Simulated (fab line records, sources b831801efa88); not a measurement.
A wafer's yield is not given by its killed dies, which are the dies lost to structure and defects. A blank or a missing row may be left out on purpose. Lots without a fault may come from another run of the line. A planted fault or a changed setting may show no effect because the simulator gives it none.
Which of the tools did it? / flow gf180mcu / 39 wafers sampled from 13 lots at 1 step of a route of 602

## WHAT EACH GAUGE READ, for each wafer
GF_V3_RS_MEAS_24: a four-point-probe measurement.
lot=L257; measured=day 22 11:15; on=filmMetro-01; V3_W_RS (ohm/sq)=0.319 0.320 0.325
lot=L261; measured=day 23 21:42; on=filmMetro-03; V3_W_RS (ohm/sq)=0.323 0.323 0.322
lot=L262; measured=day 24 06:20; on=filmMetro-03; V3_W_RS (ohm/sq)=0.331 0.328 0.332
lot=L263; measured=day 24 14:12; on=filmMetro-01; V3_W_RS (ohm/sq)=0.319 0.320 0.318
lot=L264; measured=day 24 21:55; on=filmMetro-03; V3_W_RS (ohm/sq)=0.320 0.325 0.326
lot=L265; measured=day 25 06:43; on=filmMetro-01; V3_W_RS (ohm/sq)=0.328 0.328 0.324
lot=L267; measured=day 25 18:46; on=filmMetro-03; V3_W_RS (ohm/sq)=0.322 0.319 0.322
lot=L275; measured=day 28 09:29; on=filmMetro-01; V3_W_RS (ohm/sq)=0.331 0.328 0.330
lot=L276; measured=day 28 15:56; on=filmMetro-01; V3_W_RS (ohm/sq)=0.316 0.324 0.324
lot=L277; measured=day 28 18:41; on=filmMetro-02; V3_W_RS (ohm/sq)=0.332 0.326 0.330
lot=L278; measured=day 29 02:51; on=filmMetro-02; V3_W_RS (ohm/sq)=0.331 0.334 0.332
lot=L279; measured=day 29 10:28; on=filmMetro-01; V3_W_RS (ohm/sq)=0.320 0.320 0.328
lot=L280; measured=day 29 17:50; on=filmMetro-01; V3_W_RS (ohm/sq)=0.330 0.331 0.334

## TOOL THAT RAN EACH LOT (tool first, then ch and the chambers of the sampled wafers, then the start)
No process step before these readings appears in the record.

## AS READ BY THE TOOLS THEMSELVES (means over the sampled wafers that have a number; for cases with no such wafer, the mark the record gives instead)
The record holds no such reading with a usual standard deviation.

## THE ANSWER, worked out from the rows above alone
Rule: the usual values come from the lots themselves. The widest of any qualifying gaps counts: lots, ordered by their means at a reading, are off when they make up no more than a third of the lots, leave a main group of 4 or more, and stand apart from it by 3 or more times the standard deviation of that group's means. A main group is skipped when, at the precision printed for the reading in the tables above, its means are all equal. A lot without any number at a reading at which 4 lots or more have one is off too. Any other lot the step has rows for is counted as sound. First the gauges in route order, then the tools' own readings, where a lot's mean is used as printed above. At the first step where some lot is off, the reading lying furthest off is the one used; lots without a number count as furthest.
Nothing can be told from this: no lot is off at any reading shown.

## WHAT WAS PUT IN BY THE SIMULATOR
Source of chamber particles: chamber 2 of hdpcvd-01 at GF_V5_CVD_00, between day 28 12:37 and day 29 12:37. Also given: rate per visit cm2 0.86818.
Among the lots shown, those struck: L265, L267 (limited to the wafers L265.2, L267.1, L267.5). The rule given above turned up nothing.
